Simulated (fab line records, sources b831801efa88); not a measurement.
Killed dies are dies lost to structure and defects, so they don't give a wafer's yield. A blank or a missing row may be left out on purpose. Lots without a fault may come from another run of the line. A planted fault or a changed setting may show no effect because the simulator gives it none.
Which tool did it? | flow sky130 | 12 lots, 36 wafers sampled, at 4 steps of a route of 708

WHAT THE GAUGES READ, wafer by wafer
SKY_LDD_LDN_TW_MEAS_13.
lot  | measured     | on            | LDD_LDN_TW
L108 | day 22 18:24 | film_metro-02 | 1471 1469 1473
L109 | day 23 05:18 | film_metro-01 | 1473 1476 1476
L110 | day 23 17:59 | film_metro-02 | 1482 1481 1481
L116 | day 25 12:58 | film_metro-01 | 1456 1454 1461
L117 | day 26 06:26 | film_metro-02 | 1537 1530 1527
L120 | day 27 06:49 | film_metro-01 | 1523 1528 1528
L121 | day 27 16:06 | film_metro-01 | 1464 1466 1467
L123 | day 30 00:10 | film_metro-02 | 1466 1473 1468
L124 | day 30 00:37 | film_metro-01 | 1478 1473 1469
L126 | day 30 01:15 | film_metro-01 | 1471 1474 1472
L129 | day 30 06:48 | film_metro-02 | 1471 1475 1467
L131 | day 30 23:52 | film_metro-03 | 1490 1487 1512

SKY_POLY_CUT_OVL_MEAS_09.
lot  | measured     | on         | POLY_CUT_OVL (nm)
L108 | day 24 02:11 | overlay-01 | 3 3 6
L109 | day 24 12:40 | overlay-02 | 2 -2 1
L110 | day 25 01:49 | overlay-01 | 13 2 6
L116 | day 26 19:32 | overlay-01 | 0 9 -1
L117 | day 27 12:30 | overlay-02 | 7 7 5
L120 | day 28 13:17 | overlay-02 | -6 -1 0
L121 | day 28 22:14 | overlay-01 | 6 11 -5
L123 | day 31 04:59 | overlay-01 | 0 -6 -1
L124 | day 31 05:59 | overlay-02 | -2 -2 1
L126 | day 31 06:35 | overlay-02 | 4 0 10
L129 | day 31 11:26 | overlay-01 | 1 -6 -5
L131 | day 32 04:20 | overlay-01 | 5 4 3

WHICH TOOL RAN EACH LOT (tool, then ch and the chambers of the sampled wafers, then the start)
lot  | SKY_POLY_GATE_STRIP_18               | SKY_LDD_LDN_IMPLANT_10
L108 | plasma_asher-01 ch 0,1, day 16 05:44 | implanter-02 ch 0, day 22 18:00
L109 | plasma_asher-02 ch 0,1, day 16 12:15 | implanter-04 ch 0, day 23 04:54
L110 | plasma_asher-02 ch 0,1, day 17 06:24 | implanter-04 ch 0, day 23 17:35
L116 | plasma_asher-01 ch 0,1, day 19 02:38 | implanter-02 ch 0, day 25 12:36
L117 | plasma_asher-02 ch 0,1, day 19 19:53 | implanter-02 ch 0, day 26 06:04
L120 | plasma_asher-02 ch 0, day 20 21:11   | implanter-02 ch 0, day 27 06:25
L121 | plasma_asher-02 ch 0,1, day 21 06:39 | implanter-01 ch 0, day 27 15:43
L123 | plasma_asher-01 ch 0,1, day 23 19:45 | implanter-02 ch 0, day 29 23:46
L124 | plasma_asher-03 ch 0,1, day 23 21:05 | implanter-01 ch 0, day 30 00:14
L126 | plasma_asher-02 ch 0,1, day 23 21:23 | implanter-02 ch 0, day 30 00:52
L129 | plasma_asher-01 ch 0,1, day 23 23:48 | implanter-04 ch 0, day 30 06:25
L131 | plasma_asher-01 ch 0,1, day 24 23:41 | implanter-01 ch 0, day 30 23:28
- SKY_POLY_GATE_STRIP_18: strips in O2/N2.
- SKY_LDD_LDN_IMPLANT_10

WHAT THE TOOLS THEMSELVES READ (means of the sampled wafers that have a number; where no wafer has one, the mark that the record gives instead)
SKY_POLY_GATE_STRIP_18.
lot  | tool            | drypump_motor_current_A (A) | oes_product_au (a.u.) | strip_time_to_endpoint_s (s)
L108 | plasma_asher-01 | 5.3                         | 0.363                 | 3.14
L109 | plasma_asher-02 | 5.7                         | 0.360                 | 3.23
L110 | plasma_asher-02 | 5.6                         | 0.363                 | 3.21
L116 | plasma_asher-01 | 5.3                         | 0.360                 | 3.11
L117 | plasma_asher-02 | 5.7                         | 0.356                 | 3.13
L120 | plasma_asher-02 | 5.8                         | 0.357                 | 3.12
L121 | plasma_asher-02 | 5.6                         | 0.362                 | 3.17
L123 | plasma_asher-01 | 5.3                         | 0.361                 | 3.16
L124 | plasma_asher-03 | 5.2                         | 0.358                 | 3.18
L126 | plasma_asher-02 | 5.7                         | 0.356                 | 3.15
L129 | plasma_asher-01 | 5.3                         | 0.361                 | 3.15
L131 | plasma_asher-01 | 5.3                         | 0.358                 | 3.18

SKY_LDD_LDN_IMPLANT_10.
lot  | tool         | dose_ions_cm2 | faraday_current_uA
L108 | implanter-02 | 1.2485e+13    | 70.4
L109 | implanter-04 | 1.2507e+13    | 70.6
L110 | implanter-04 | 1.2502e+13    | 69.3
L116 | implanter-02 | 1.2497e+13    | 69.5
L117 | implanter-02 | 1.9176e+13    | 108.7
L120 | implanter-02 | 1.9170e+13    | 108.7
L121 | implanter-01 | 1.2505e+13    | 69.8
L123 | implanter-02 | 1.2483e+13    | 70.5
L124 | implanter-01 | 1.2514e+13    | 69.2
L126 | implanter-02 | 1.2516e+13    | 70.3
L129 | implanter-04 | 1.2495e+13    | 70.8
L131 | implanter-01 | 1.2497e+13    | 70.8

THE ANSWER, worked out from the rows above alone
Rule: what is usual is taken from the lots themselves. Put in order of their means at a reading, lots are off if they are a third of the lots or fewer, leave a main group of 4 or more, and stand apart from it by a gap of 3 or more times the standard deviation of the main group's means; of several such gaps the widest counts. A main group whose means are all the same, to the digits that the tables above print for the reading, isn't used. A lot without any number at a reading at which 4 lots or more have one is off too. The other lots that the step has rows for count as sound. The gauges are gone through in route order, then the tools' own readings, and for those a lot's mean is taken as printed above. The first step at which some lot is off is used, and at that step the reading that is off furthest; a lot without a number counts as furthest.
Off: L117, L120, at SKY_LDD_LDN_TW_MEAS_13 (LDD_LDN_TW). The main group: mean 1473, standard deviation 9.8.
A tool fits if, at a process step before that reading, it ran every lot that is off, and no sound lot after the first of them. The gauges at SKY_LDD_LDN_TW_MEAS_13 aren't tried: what is off there is off at SKY_LDD_LDN_IMPLANT_10 too, on other tools, and a gauge's error can't cause that. None of those tried fits.

WHAT THE SIMULATOR HAD PUT IN
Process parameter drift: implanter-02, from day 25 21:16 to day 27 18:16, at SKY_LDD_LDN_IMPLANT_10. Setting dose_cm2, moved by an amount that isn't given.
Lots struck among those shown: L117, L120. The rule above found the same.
